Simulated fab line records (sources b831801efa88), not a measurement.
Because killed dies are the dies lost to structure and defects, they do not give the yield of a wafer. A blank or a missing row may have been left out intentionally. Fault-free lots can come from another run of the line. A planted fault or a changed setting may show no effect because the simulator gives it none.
A lot that was struck, set against a sound lot :: flow sky130 :: 14 steps out of a route of 708
Sound: these wafers, L429.2, L429.4, L429.5. Struck: wafers L434.1, L434.5, L434.6. The cause is given at the end.
For every step that has rows: the tool of each side, followed by ch and its chambers, followed by its first start. Under that, the readings that differ: sound wafers :: struck wafers :: difference of the means :: sigmas: that difference in standard deviations of wafers without a fault.
alike: same words and numbers on both sides, and readings whose means sit less than 2 such deviations apart. not compared: any withheld reading, any reading some wafer has no value for, any bound like >300 that may hide the same value, and any number with overlapping values for which the record gives no deviation.
The two part at a step that has a row with sigmas, a row that says differs or no value, or rows on one side only. When numbers do not overlap yet have no deviation, they are printed without sigmas and do not part them. Lack of a reading on every wafer of one side parts them only where that side has two or more wafers.

first, 3 steps without rows for these wafers: SKY_VT_ADJUST_HVTR_EXPOSE_04 (exposes mask HVTRM, target cd 380 nm); SKY_VT_ADJUST_HVTR_PEB_05; SKY_VT_ADJUST_HVTR_DEVELOP_06 (develop time 60 s).
SKY_VT_ADJUST_HVTR_CD_MEAS_07: the cd target is 380 nm.
  sound: cd_sem-01 at day 11 07:54; struck: cd_sem-02 at day 13 15:11
  alike: cd_nm
SKY_VT_ADJUST_HVTR_OVL_MEAS_08:
  sound: overlay-02 at day 11 08:01; struck: overlay-02 at day 13 15:18
  alike: VT_ADJUST_HVTR_OVL
then, 1 step without rows for these wafers: SKY_VT_ADJUST_HVTR_IMPLANT_09.
SKY_VT_ADJUST_HVTR_STRIP_10: strips in O2/N2.
  sound on plasma_asher-03 ch 1, day 11 08:11; struck on plasma_asher-04 ch 0,1, day 13 15:29
  alike: drypump_motor_current_A, oes_product_au, strip_time_to_endpoint_s
  not compared: rf_hours_counter_h
SKY_VT_ADJUST_HVTR_TW_MEAS_11:
  sound: film_metro-01 at day 11 08:18; struck: film_metro-01 at day 13 15:35
  alike: VT_ADJUST_HVTR_TW
then, 4 steps without rows for these wafers: SKY_VT_ADJUST_PCH_DEHYDRATE_00 (time 60 s); SKY_VT_ADJUST_PCH_HMDS_01 (prime time 60 s); SKY_VT_ADJUST_PCH_COAT_02 (resist thk 3000 nm); SKY_VT_ADJUST_PCH_SOFTBAKE_03.
SKY_VT_ADJUST_PCH_EXPOSE_04: exposes mask NWM, target cd 840 nm.
  struck on iline_stepper-01, day 14 04:22; sound on iline_stepper-02 ch 0, day 11 20:21
  no value came back on the struck wafers for exposure_dose_mJ_cm2, focus_offset_nm (nm); on the sound wafers exposure_dose_mJ_cm2 reads 255.21 255.26 255.08
  alike: mask
then, 1 step without rows for these wafers: SKY_VT_ADJUST_PCH_PEB_05.

== WHERE THEY PART ==
Within this record, at SKY_VT_ADJUST_PCH_EXPOSE_04 only.

WHY: what the simulator had put in
Whole step skipped at SKY_VT_ADJUST_PCH_EXPOSE_04 on iline_stepper-01, starting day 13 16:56. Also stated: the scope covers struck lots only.
